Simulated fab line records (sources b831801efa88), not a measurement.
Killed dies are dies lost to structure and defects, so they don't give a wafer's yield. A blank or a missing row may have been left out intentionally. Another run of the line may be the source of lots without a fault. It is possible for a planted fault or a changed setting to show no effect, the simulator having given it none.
Which tool did it?	flow gf180mcu	12 lots with 36 wafers sampled at 5 steps, on a route of 602 steps

WHAT EACH GAUGE READ, for each wafer
GF_CONTACT_OVL_MEAS_15.
lot	measured	on	CONTACT_OVL (nm)
L131	day 15 23:38	overlay-01	4 2 4
L136	day 17 22:02	overlay-01	6 4 16
L137	day 18 06:17	overlay-01	7 5 9
L138	day 18 14:32	overlay-01	2 -1 -4
L142	day 20 06:35	overlay-02	1 -7 -7
L143	day 20 10:53	overlay-01	-4 -1 8
L146	day 21 12:08	overlay-02	-1 -2 -1
L147	day 21 17:26	overlay-01	11 5 7
L148	day 22 03:47	overlay-01	-9 -12 -4
L149	day 22 15:06	overlay-02	8 2 8
L150	day 22 20:36	overlay-02	-2 -3 -6
L151	day 23 19:20	overlay-01	4 4 -6

GF_M1_RS_MEAS_05: measures by four-point-probe.
lot	measured	on	M1_ALCU_RS (ohm/sq)
L131	day 16 01:04	film metro-01	0.0713 0.0705 0.0710
L136	day 18 00:28	film metro-02	0.0697 0.0694 0.0689
L137	day 18 07:58	film metro-03	0.0694 0.0688 0.0696
L138	day 18 15:56	film metro-01	0.0690 0.0691 0.0702
L142	day 20 08:00	film metro-02	0.0703 0.0704 0.0702
L143	day 20 12:19	film metro-01	0.0697 0.0694 0.0696
L146	day 21 13:37	film metro-02	0.0688 0.0697 0.0695
L147	day 21 18:50	film metro-01	0.0695 0.0700 0.0702
L148	day 22 05:12	film metro-01	0.0699 0.0705 0.0692
L149	day 22 16:32	film metro-02	0.0694 0.0712 0.0692
L150	day 22 22:02	film metro-03	0.0705 0.0692 0.0691
L151	day 23 20:44	film metro-02	0.0691 0.0693 0.0695

GF_M1_CD_MEAS_14 targets a cd of 230 nm.
lot	measured	on	cd nm (nm)
L131	day 17 00:08	cd sem-02	229.5 228.6 229.9
L136	day 19 00:52	cd sem-01	232.0 233.7 234.2
L137	day 19 08:11	cd sem-01	230.5 229.8 229.3
L138	day 19 16:31	cd sem-01	232.7 230.8 232.1
L142	day 21 07:56	cd sem-01	229.7 229.4 229.9
L143	day 21 11:58	cd sem-02	231.5 231.7 232.0
L146	day 22 12:42	cd sem-02	229.4 228.2 230.0
L147	day 22 17:45	cd sem-01	237.0 236.6 238.0 237.1 236.3 238.1
L148	day 23 04:00	cd sem-01	237.5 238.5 237.3 237.3 238.8 237.0
L149	day 23 15:01	cd sem-01	235.9 235.7 235.6 235.5 236.1 235.3
L150	day 23 20:13	cd sem-02	231.6 231.5 231.5
L151	day 24 18:33	cd sem-01	234.5 234.1 233.5

TOOL THAT RAN EACH LOT (tool first, then ch and the chambers of the sampled wafers, then the start)
lot	GF_M1_SPUTTER_03	GF_M1_EXPOSE_11
L131	pvd sputter-03, day 16 00:59	krf scanner-02 ch 0, day 16 12:28
L136	pvd sputter-01, day 18 00:25	krf scanner-01 ch 0, day 18 13:11
L137	pvd sputter-01, day 18 07:53	krf scanner-02 ch 0, day 18 20:30
L138	pvd sputter-01, day 18 15:52	krf scanner-02 ch 0, day 19 04:16
L142	pvd sputter-02, day 20 07:55	krf scanner-01 ch 0, day 20 20:31
L143	pvd sputter-02, day 20 12:16	krf scanner-01 ch 0, day 21 00:52
L146	pvd sputter-03, day 21 13:34	krf scanner-02 ch 0, day 22 01:54
L147	pvd sputter-03, day 21 18:47	krf scanner-02 ch 0, day 22 06:36
L148	pvd sputter-03, day 22 05:08	krf scanner-02 ch 0, day 22 16:58
L149	pvd sputter-03, day 22 16:26	krf scanner-02 ch 0, day 23 03:54
L150	pvd sputter-01, day 22 21:56	krf scanner-01 ch 0, day 23 08:55
L151	pvd sputter-01, day 23 20:40	krf scanner-02 ch 0, day 24 07:32
- GF_M1_SPUTTER_03: material Ti, target thk 10 nm, time 6.7 s.
- GF_M1_EXPOSE_11: exposes mask Metal1, target cd 230 nm.

AS READ BY THE TOOLS THEMSELVES (means over the sampled wafers that have a number; for cases with no such wafer, the mark the record gives instead)
GF_M1_SPUTTER_03.
lot	tool	throttle valve pct (%)
L131	pvd sputter-03	29.4
L136	pvd sputter-01	29.9
L137	pvd sputter-01	29.6
L138	pvd sputter-01	29.2
L142	pvd sputter-02	30.7
L143	pvd sputter-02	31.1
L146	pvd sputter-03	29.0
L147	pvd sputter-03	29.5
L148	pvd sputter-03	29.7
L149	pvd sputter-03	29.5
L150	pvd sputter-01	29.9
L151	pvd sputter-01	29.4

GF_M1_EXPOSE_11.
lot	tool	exposure dose mJ cm2
L131	krf scanner-02	27.977
L136	krf scanner-01	27.995
L137	krf scanner-02	28.011
L138	krf scanner-02	27.985
L142	krf scanner-01	27.988
L143	krf scanner-01	28.018
L146	krf scanner-02	27.987
L147	krf scanner-02	26.566
L148	krf scanner-02	26.555
L149	krf scanner-02	26.874
L150	krf scanner-01	27.992
L151	krf scanner-02	27.248

THE ANSWER, worked out from the rows above alone
Rule: the usual values come from the lots themselves. The widest of any qualifying gaps counts: lots, ordered by their means at a reading, are off when they make up no more than a third of the lots, leave a main group of 4 or more, and stand apart from it by 3 or more times the standard deviation of that group's means. The tables above print the reading to a certain number of digits; a main group whose means all agree to those digits is not used. Also off: a lot with no number at a reading for which 4 or more lots have one. Any other lot the step has rows for is counted as sound. The gauges are gone through in route order, then the tools' own readings, and for those a lot's mean is taken as printed above. At the first step where some lot is off, the reading lying furthest off is the one used; lots without a number count as furthest.
Off, at GF_M1_EXPOSE_11 on exposure dose mJ cm2: L147, L148, L149, L151. Main group: mean 27.994, sd 0.013.
If a tool, at that step or one of the process steps before it, ran each lot that is off and ran no sound lot following the first of them, it fits. One candidate fits, namely krf scanner-02 at GF_M1_EXPOSE_11. Its last sound lot is L146 (day 22 01:54), its first lot that is off L147 (day 22 06:36): a fault that began between those two fits.
The tool's own readings at GF_M1_EXPOSE_11 bear it out: on the lots that are off they differ by more than 5 times the standard deviation of the sound lots' means. exposure dose mJ cm2 reads 26.811 there against 27.994 on the sound lots.

WHAT THE SIMULATOR HAD INSERTED
Drift in process parameters on krf scanner-02 at GF_M1_EXPOSE_11, starting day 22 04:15. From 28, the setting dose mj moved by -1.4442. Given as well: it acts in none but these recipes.
Struck lots among those shown: L147, L148, L149, L151. Same finding as the rule above.
